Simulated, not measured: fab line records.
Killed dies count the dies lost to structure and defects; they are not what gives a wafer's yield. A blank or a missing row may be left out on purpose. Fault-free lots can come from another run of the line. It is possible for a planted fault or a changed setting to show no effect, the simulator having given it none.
Matching of chambers || flow sfq line || 4 sister chambers for SFQ_TRILAYER_I1_VIA_BARC_OPEN_VIA_ETCH_071 on rie diel-01
The step etches BARC in O2, target depth 125 nm, time 41.7 s. 4 wafers are shown with their chamber, then 10 later ones without.

== WAFERS WITH THEIR CHAMBER ==
{"wafer": "L440.5", "chamber": 0, "drypump motor current A (A)": 6.0}
{"wafer": "L441.5", "chamber": 3, "drypump motor current A (A)": 6.5}
{"wafer": "L441.6", "chamber": 2, "drypump motor current A (A)": 5.0}
{"wafer": "L442.5", "chamber": 1, "drypump motor current A (A)": 6.7}

== WAFERS WHOSE CHAMBER IS MISSING ==
{"wafer": "L442.6", "drypump motor current A (A)": 5.0}
{"wafer": "L447.2", "drypump motor current A (A)": 6.0}
{"wafer": "L447.3", "drypump motor current A (A)": 5.0}
{"wafer": "L447.5", "drypump motor current A (A)": 6.1}
{"wafer": "L451.2", "drypump motor current A (A)": 6.0}
{"wafer": "L451.5", "drypump motor current A (A)": 4.9}
{"wafer": "L451.6", "drypump motor current A (A)": 6.5}
{"wafer": "L453.1", "drypump motor current A (A)": 6.0}
{"wafer": "L453.5", "drypump motor current A (A)": 6.7}
{"wafer": "L453.6", "drypump motor current A (A)": 6.0}

== THE CHAMBER EACH PASSED THROUGH ==
{"wafer": "L442.6", "from the rows above": 2, "in truth": 2}
{"wafer": "L447.2", "from the rows above": 0, "in truth": 0}
{"wafer": "L447.3", "from the rows above": 2, "in truth": 2}
{"wafer": "L447.5", "from the rows above": 0, "in truth": 0}
{"wafer": "L451.2", "from the rows above": 0, "in truth": 0}
{"wafer": "L451.5", "from the rows above": 2, "in truth": 2}
{"wafer": "L451.6", "from the rows above": 3, "in truth": 3}
{"wafer": "L453.1", "from the rows above": 0, "in truth": 0}
{"wafer": "L453.5", "from the rows above": 1, "in truth": 1}
{"wafer": "L453.6", "from the rows above": 0, "in truth": 0}
Placed correctly: 10 of 10. Not placeable from these rows: 0. Number placed wrongly: 0.
How it was worked out, from the rows above alone: a wafer's distance from a chamber is the root of the sum, over the readings, of the square of ((its reading less the chamber's mean) divided by the reading's scatter). The wafer belongs to the nearest chamber; if the next one is less than 2 further off, it can't be placed. A chamber's mean is the mean of its shown wafers. The scatter (one wafer shown for each chamber): square how far every hidden wafer sits from the nearest shown wafer, average those squares and take the square root.
